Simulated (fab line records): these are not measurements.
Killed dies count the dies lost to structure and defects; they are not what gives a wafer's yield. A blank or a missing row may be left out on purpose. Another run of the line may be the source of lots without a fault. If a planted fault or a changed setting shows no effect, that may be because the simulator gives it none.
Split-lot trial / flow sfqLine / 27 wafers read from 5 lots, route of 325 steps

== ABOUT THE SPLIT ==
At SFQ_TRILAYER_I0_DEP_PECVD_027 (deposits SiO2 from SiH4/N2O, time 111.11 s, target thk 500 nm), the setting timeS was moved away from the recipe's 111.11 s on 6 of the 27 wafers read, by -21.5% to +54.5%. For the rest of the wafers, this setting stayed at what the recipe calls for.

Reading taken at the split's own step.

== THE READING ==
SiO2_of_TRILAYER_I0_DEP_PECVD_027.thkNm (the simulator's own value, which no gauge read), in nm, at SFQ_TRILAYER_I0_DEP_PECVD_027 (deposits SiO2 from SiH4/N2O, time 111.11 s, target thk 500 nm). The file gives no usual value for it. The 21 wafers here that ran the recipe average 503.2 nm, standard deviation 5.1 nm.

wafer=L077.1; tool, chamber at the split=pecvd-03, 1; timeS as run, s=87.21; against the recipe=-21.5%; SiO2_of_TRILAYER_I0_DEP_PECVD_027.thkNm, nm=388.8; against lot-mates on the recipe=-119.5
wafer=L077.2; tool, chamber at the split=pecvd-03, 2; timeS as run, s=87.21; against the recipe=-21.5%; SiO2_of_TRILAYER_I0_DEP_PECVD_027.thkNm, nm=391; against lot-mates on the recipe=-117.3
wafer=L077.3; tool, chamber at the split=pecvd-03, 0; timeS as run, s=111.11; against the recipe=recipe; SiO2_of_TRILAYER_I0_DEP_PECVD_027.thkNm, nm=502.9; against lot-mates on the recipe=-
wafer=L077.4; tool, chamber at the split=pecvd-03, 2; timeS as run, s=111.11; against the recipe=recipe; SiO2_of_TRILAYER_I0_DEP_PECVD_027.thkNm, nm=508.2; against lot-mates on the recipe=-
wafer=L077.5; tool, chamber at the split=pecvd-03, 1; timeS as run, s=111.11; against the recipe=recipe; SiO2_of_TRILAYER_I0_DEP_PECVD_027.thkNm, nm=513.9; against lot-mates on the recipe=-
wafer=L077.6; tool, chamber at the split=pecvd-03, 0; timeS as run, s=87.21; against the recipe=-21.5%; SiO2_of_TRILAYER_I0_DEP_PECVD_027.thkNm, nm=403.3; against lot-mates on the recipe=-105.0
wafer=L079.1; tool, chamber at the split=pecvd-04, 2; timeS as run, s=111.11; against the recipe=recipe; SiO2_of_TRILAYER_I0_DEP_PECVD_027.thkNm, nm=501.7; against lot-mates on the recipe=-
wafer=L079.2; tool, chamber at the split=pecvd-04, 1; timeS as run, s=111.11; against the recipe=recipe; SiO2_of_TRILAYER_I0_DEP_PECVD_027.thkNm, nm=500.4; against lot-mates on the recipe=-
wafer=L079.3; tool, chamber at the split=pecvd-04, 0; timeS as run, s=111.11; against the recipe=recipe; SiO2_of_TRILAYER_I0_DEP_PECVD_027.thkNm, nm=495.1; against lot-mates on the recipe=-
wafer=L079.4; tool, chamber at the split=pecvd-04, 2; timeS as run, s=111.11; against the recipe=recipe; SiO2_of_TRILAYER_I0_DEP_PECVD_027.thkNm, nm=504.1; against lot-mates on the recipe=-
wafer=L079.5; tool, chamber at the split=pecvd-04, 0; timeS as run, s=111.11; against the recipe=recipe; SiO2_of_TRILAYER_I0_DEP_PECVD_027.thkNm, nm=501.5; against lot-mates on the recipe=-
wafer=L079.6; tool, chamber at the split=pecvd-04, 1; timeS as run, s=111.11; against the recipe=recipe; SiO2_of_TRILAYER_I0_DEP_PECVD_027.thkNm, nm=510; against lot-mates on the recipe=-
wafer=L080.1; tool, chamber at the split=pecvd-04, 0; timeS as run, s=111.11; against the recipe=recipe; SiO2_of_TRILAYER_I0_DEP_PECVD_027.thkNm, nm=496.2; against lot-mates on the recipe=-
wafer=L080.2; tool, chamber at the split=pecvd-04, 1; timeS as run, s=171.7; against the recipe=+54.5%; SiO2_of_TRILAYER_I0_DEP_PECVD_027.thkNm, nm=772.4; against lot-mates on the recipe=+273.7
wafer=L080.3; tool, chamber at the split=pecvd-04, 2; timeS as run, s=111.11; against the recipe=recipe; SiO2_of_TRILAYER_I0_DEP_PECVD_027.thkNm, nm=494.2; against lot-mates on the recipe=-
wafer=L080.4; tool, chamber at the split=pecvd-04, 1; timeS as run, s=171.7; against the recipe=+54.5%; SiO2_of_TRILAYER_I0_DEP_PECVD_027.thkNm, nm=774; against lot-mates on the recipe=+275.3
wafer=L080.5; tool, chamber at the split=pecvd-04, 0; timeS as run, s=171.7; against the recipe=+54.5%; SiO2_of_TRILAYER_I0_DEP_PECVD_027.thkNm, nm=782.1; against lot-mates on the recipe=+283.4
wafer=L080.6; tool, chamber at the split=pecvd-04, 2; timeS as run, s=111.11; against the recipe=recipe; SiO2_of_TRILAYER_I0_DEP_PECVD_027.thkNm, nm=505.7; against lot-mates on the recipe=-
wafer=L081.1; tool, chamber at the split=pecvd-01, 2; timeS as run, s=111.11; against the recipe=recipe; SiO2_of_TRILAYER_I0_DEP_PECVD_027.thkNm, nm=504; against lot-mates on the recipe=-
wafer=L081.2; tool, chamber at the split=pecvd-01, 1; timeS as run, s=111.11; against the recipe=recipe; SiO2_of_TRILAYER_I0_DEP_PECVD_027.thkNm, nm=503.3; against lot-mates on the recipe=-
wafer=L081.3; tool, chamber at the split=pecvd-01, 0; timeS as run, s=111.11; against the recipe=recipe; SiO2_of_TRILAYER_I0_DEP_PECVD_027.thkNm, nm=500.1; against lot-mates on the recipe=-
wafer=L081.4; tool, chamber at the split=pecvd-01, 0; timeS as run, s=111.11; against the recipe=recipe; SiO2_of_TRILAYER_I0_DEP_PECVD_027.thkNm, nm=507.7; against lot-mates on the recipe=-
wafer=L081.5; tool, chamber at the split=pecvd-01, 2; timeS as run, s=111.11; against the recipe=recipe; SiO2_of_TRILAYER_I0_DEP_PECVD_027.thkNm, nm=508.2; against lot-mates on the recipe=-
wafer=L081.6; tool, chamber at the split=pecvd-01, 1; timeS as run, s=111.11; against the recipe=recipe; SiO2_of_TRILAYER_I0_DEP_PECVD_027.thkNm, nm=507.1; against lot-mates on the recipe=-
wafer=L084.1; tool, chamber at the split=pecvd-03, 0; timeS as run, s=111.11; against the recipe=recipe; SiO2_of_TRILAYER_I0_DEP_PECVD_027.thkNm, nm=497.6; against lot-mates on the recipe=-
wafer=L084.2; tool, chamber at the split=pecvd-03, 1; timeS as run, s=111.11; against the recipe=recipe; SiO2_of_TRILAYER_I0_DEP_PECVD_027.thkNm, nm=498.7; against lot-mates on the recipe=-
wafer=L084.6; tool, chamber at the split=pecvd-03, 2; timeS as run, s=111.11; against the recipe=recipe; SiO2_of_TRILAYER_I0_DEP_PECVD_027.thkNm, nm=507.6; against lot-mates on the recipe=-

THE FIT
A straight line over all 27 wafers: SiO2_of_TRILAYER_I0_DEP_PECVD_027.thkNm changes by +5.01 nm for each +1% of timeS; r = +1.00; the points scatter about the line by 5.4 nm.
The same after taking each lot's own level away (the mean of its wafers on the recipe; 27 wafers): +5.12 nm for each +1%; r = +1.00; scatter 4.8 nm.
The reading moves by 2.8e+02 nm for the largest change in timeS, on that fit.
The span of the lots' own levels, 498.70 to 508.33 nm, comes to 1.9 times the standard deviation stated above.
The two slopes agree, so the slope changes little with the lot-to-lot level.
Check: +281 nm against its lot-mates is what the line predicts for one of the wafers moved furthest among these (+54.5%) when that wafer is left out of the fit. Against them it came out at +274 nm.

== THESE WAFERS: OTHER SPLITS ==
Other splits were also applied to these wafers ahead of the reading. Each is held against what the fit with the lots' levels taken away leaves over:
other split on the same wafers=SFQ_TRILAYER_L0_CAP_PECVD_011 timeS; wafers away from the commonest value=12; r with SiO2_of_TRILAYER_I0_DEP_PECVD_027.thkNm (lot level and that fit taken away)=-0.29

== THE WHOLE CHAIN: every reading that the file lists as answering this split, in the file's order ==
step=SFQ_TRILAYER_I0_DEP_PECVD_027; what it does=deposits SiO2 from SiH4/N2O, time 111.11 s, target thk 500 nm; reading=SiO2_of_TRILAYER_I0_DEP_PECVD_027.thkNm (the simulator's own value, which no gauge read); change (the file's fit)=+5.12 nm for each +1% of the setting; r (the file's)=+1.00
step=SFQ_TRILAYER_I0_CMP_CMP_028; what it does=polishes SiO2; reading=timeToEndpointS; change (the file's fit)=withheld for each +1% of the setting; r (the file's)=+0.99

== FILE'S OWN FIT ==
SiO2_of_TRILAYER_I0_DEP_PECVD_027.thkNm changes by +5.12 nm for each +1% of timeS, r = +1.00.
